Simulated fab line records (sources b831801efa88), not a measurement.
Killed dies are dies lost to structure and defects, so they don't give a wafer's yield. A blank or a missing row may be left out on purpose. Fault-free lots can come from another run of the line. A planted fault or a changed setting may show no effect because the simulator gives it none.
The tool behind it: which one?    flow sky130    11 lots, 33 wafers sampled, at 7 steps of a route of 708

== WHAT THE GAUGES READ, wafer by wafer ==
SKY_POLY_CUT_OVL_MEAS_09. Usual: POLY_CUT_OVL typically reads -1 nm, with standard deviation 5.5.
lot   measured      on          POLY_CUT_OVL (nm)  flag
L589  day 25 01:47  overlay-01  4 -5 1             
L590  day 25 05:22  overlay-02  3 -1 2             
L591  day 25 10:02  overlay-02  4 -4 7             
L594  day 27 04:52  overlay-02  4 -2 -4            
L596  day 27 23:05  overlay-02  -1 9 1             
L597  day 28 04:23  overlay-02  6 0 2              
L598  day 28 19:59  overlay-01  -4 1 -3            
L599  day 28 21:50  overlay-02  4 2 9              
L605  day 30 08:29  overlay-01  0 8 12             
L607  day 30 19:19  overlay-02  -1 0 -4            
L609  day 31 08:14  overlay-01  5 -1 -1            

SKY_SD_P_OVL_MEAS_08. Usual: SD_P_OVL typically reads -0.8 nm, with standard deviation 1.4.
lot   measured      on          SD_P_OVL (nm)   flag
L589  day 26 07:29  overlay-01  1.0 -1.4 -1.1   
L590  day 26 10:27  overlay-02  -0.5 -3.1 0.0   
L591  day 26 15:21  overlay-02  0.6 0.7 0.3     
L594  day 28 08:20  overlay-02  0.3 -1.1 -0.2   
L596  day 29 03:08  overlay-02  1.5 -0.7 -1.5   
L597  day 29 08:21  overlay-02  -2.5 -2.0 -1.9  
L598  day 29 23:32  overlay-02  -0.4 -1.1 -0.7  
L599  day 30 01:37  overlay-01  -3.2 0.6 -1.0   
L605  day 31 12:17  overlay-01  -1.5 -1.5 -2.3  
L607  day 31 22:11  overlay-02  -1.3 -0.2 -1.7  
L609  day 32 11:20  overlay-02  -0.6 -1.5 -2.5  

SKY_SD_N_TW_MEAS_12. Usual: SD_N_TW typically reads 3980, with standard deviation 24.
lot   measured      on             SD_N_TW         flag
L589  day 28 17:19  film metro-02  3980 3995 4008  
L590  day 28 20:32  film metro-04  3950 3981 3974  
L591  day 29 01:41  film metro-01  4004 3998 3996  
L594  day 30 16:51  film metro-02  3949 3972 3959  
L596  day 31 11:16  film metro-01  3978 3968 3955  
L597  day 31 15:20  film metro-01  3996 3990 3974  
L598  day 32 07:14  film metro-04  3999 4011 4016  
L599  day 32 08:53  film metro-02  3961 3947 3957  
L605  day 33 18:22  film metro-02  3652 3644 3652  OFF
L607  day 34 03:42  film metro-02  3622 3645 3619  OFF
L609  day 34 15:29  film metro-02  3960 3931 3966  

SKY_SD_N_RS_MEAS_16: measurement is done with a four-point probe. Usual: SD_N_RS typically reads 68.50 ohm/sq, with standard deviation 0.14.
lot   measured      on             SD_N_RS (ohm/sq)   flag
L589  day 28 17:37  film metro-04  68.65 68.80 68.67  
L590  day 28 20:49  film metro-01  68.31 68.33 68.33  
L591  day 29 01:59  film metro-02  68.50 68.49 68.44  
L594  day 30 17:11  film metro-01  68.46 68.29 68.43  
L596  day 31 11:33  film metro-02  68.36 68.33 68.51  
L597  day 31 15:38  film metro-01  68.40 68.51 68.61  
L598  day 32 07:32  film metro-02  68.46 68.37 68.47  
L599  day 32 09:10  film metro-02  68.56 68.60 68.48  
L605  day 33 18:39  film metro-04  79.95 79.89 80.17  OFF
L607  day 34 03:59  film metro-01  80.03 80.06 79.94  OFF
L609  day 34 15:46  film metro-04  68.49 68.78 68.69  

== WHICH TOOL RAN EACH LOT (tool, then ch and the chambers of the sampled wafers, then the start) ==
lot   SKY_POLY_CUT_ETCH_11                SKY_SD_N_IMPLANT_09              SKY_SD_N_STRIP_11
L589  rie diel-03 ch 0,2,3, day 25 01:52  implanter-03 ch 0, day 28 16:55  plasma asher-03 ch 0,1, day 28 17:13
L590  rie diel-03 ch 0,2,3, day 25 05:27  implanter-03 ch 0, day 28 20:08  plasma asher-03 ch 0,1, day 28 20:26
L591  rie diel-03 ch 1,2, day 25 10:06    implanter-03 ch 0, day 29 01:19  plasma asher-01 ch 0,1, day 29 01:35
L594  rie diel-04 ch 1,3, day 27 04:56    implanter-02 ch 0, day 30 16:28  plasma asher-02 ch 0,1, day 30 16:44
L596  rie diel-04 ch 0,2,3, day 27 23:10  implanter-03 ch 0, day 31 10:52  plasma asher-01 ch 0,1, day 31 11:10
L597  rie diel-02 ch 0,3, day 28 04:28    implanter-01 ch 0, day 31 14:58  plasma asher-03 ch 0,1, day 31 15:14
L598  rie diel-03 ch 1,2, day 28 20:04    implanter-01 ch 0, day 32 06:52  plasma asher-03 ch 0,1, day 32 07:09
L599  rie diel-04 ch 0,2,3, day 28 21:55  implanter-02 ch 0, day 32 08:29  plasma asher-03 ch 0,1, day 32 08:47
L605  rie diel-04 ch 1,2,3, day 30 08:34  implanter-02 ch 0, day 33 17:58  plasma asher-02 ch 0,1, day 33 18:16
L607  rie diel-03 ch 0,3, day 30 19:23    implanter-02 ch 0, day 34 03:19  plasma asher-03 ch 0, day 34 03:35
L609  rie diel-03 ch 1,3, day 31 08:19    implanter-01 ch 0, day 34 15:05  plasma asher-01 ch 0,1, day 34 15:22
- SKY_POLY_CUT_ETCH_11: etches Si3N4 in CF4/CH2F2/Ar, stops on poly-Si, time 42.5 s, target depth 60 nm.
- SKY_SD_N_IMPLANT_09
- SKY_SD_N_STRIP_11: strips in O2/N2.

== WHAT THE TOOLS THEMSELVES READ (means of the sampled wafers that have a number; where no wafer has one, the mark that the record gives instead) ==
SKY_POLY_CUT_ETCH_11. Usual: drypump motor current A 6.1 A, standard deviation 0.31; oes product au 0.829 a.u., standard deviation 0.0062; throttle valve pct 14.995 %, standard deviation 0.0095.
lot   tool         drypump motor current A (A)  oes product au (a.u.)  throttle valve pct (%)  flag
L589  rie diel-03  6.1                          0.819                  14.990                  
L590  rie diel-03  6.1                          0.827                  14.999                  
L591  rie diel-03  6.3                          0.828                  15.001                  
L594  rie diel-04  6.2                          0.832                  14.994                  
L596  rie diel-04  6.2                          0.833                  14.997                  
L597  rie diel-02  5.9                          0.824                  14.995                  
L598  rie diel-03  6.3                          0.830                  14.991                  
L599  rie diel-04  6.2                          0.825                  15.001                  
L605  rie diel-04  6.1                          0.834                  14.986                  
L607  rie diel-03  6.0                          0.828                  15.002                  
L609  rie diel-03  6.3                          0.827                  14.999                  

SKY_SD_N_IMPLANT_09. Usual: beam energy keV 50.000, standard deviation 0.016.
lot   tool          beam energy keV  flag
L589  implanter-03  50.003           
L590  implanter-03  50.027           
L591  implanter-03  49.995           
L594  implanter-02  49.984           
L596  implanter-03  49.988           
L597  implanter-01  49.999           
L598  implanter-01  49.993           
L599  implanter-02  50.002           
L605  implanter-02  35.960           OFF
L607  implanter-02  35.969           OFF
L609  implanter-01  49.995           

SKY_SD_N_STRIP_11. Usual: drypump motor current A 5.7 A, standard deviation 0.45; oes product au 0.527 a.u., standard deviation 0.005; strip time to endpoint s 22.56 s, standard deviation 0.05.
lot   tool             drypump motor current A (A)  oes product au (a.u.)  strip time to endpoint s (s)  flag
L589  plasma asher-03  5.2                          0.532                  22.54                         
L590  plasma asher-03  5.3                          0.526                  22.57                         
L591  plasma asher-01  6.0                          0.526                  22.48                         
L594  plasma asher-02  6.0                          0.529                  22.48                         
L596  plasma asher-01  5.9                          0.527                  22.58                         
L597  plasma asher-03  5.2                          0.525                  22.62                         
L598  plasma asher-03  5.3                          0.530                  22.58                         
L599  plasma asher-03  5.5                          0.525                  22.59                         
L605  plasma asher-02  6.0                          0.563                  20.47                         OFF
L607  plasma asher-03  5.0                          0.560                  20.44                         OFF
L609  plasma asher-01  5.9                          0.527                  22.52                         

== THE ANSWER, worked out from the rows above alone ==
Rule: lot off if the mean of its wafers having a number is beyond 3 standard deviations from the usual mean. A lot without any number at a reading at which 4 lots or more have one is off too. All remaining lots with rows at the step are treated as sound. First the gauges in route order, then the tools' own readings, where a lot's mean is used as printed above. At the first step where some lot is off, the reading lying furthest off is the one used; lots without a number count as furthest.
Off: L605, L607, at SKY_SD_N_TW_MEAS_12 (SD_N_TW).
A tool fits if, at a process step before that reading, it ran every lot that is off, and no sound lot after the first of them. The gauges at SKY_SD_N_TW_MEAS_12 aren't tried: what is off there is off at SKY_SD_N_RS_MEAS_16 too, on other tools, and a gauge's error can't cause that. One fits: SKY_SD_N_IMPLANT_09 on implanter-02. Its last sound lot is L599 (day 32 08:29), its first lot that is off L605 (day 33 17:58): a fault that began between those two fits.
The tool's own readings at SKY_SD_N_IMPLANT_09 bear it out: on the lots that are off they differ by more than 5 times the standard deviation of the sound lots' means. beam energy keV reads 35.965 there against 49.998 on the sound lots.

== WHAT THE SIMULATOR HAD INSERTED ==
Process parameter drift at SKY_SD_N_IMPLANT_09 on implanter-02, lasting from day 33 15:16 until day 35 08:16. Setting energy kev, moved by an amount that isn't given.
Lots struck among those shown: L605, L607. The rule above found the same.
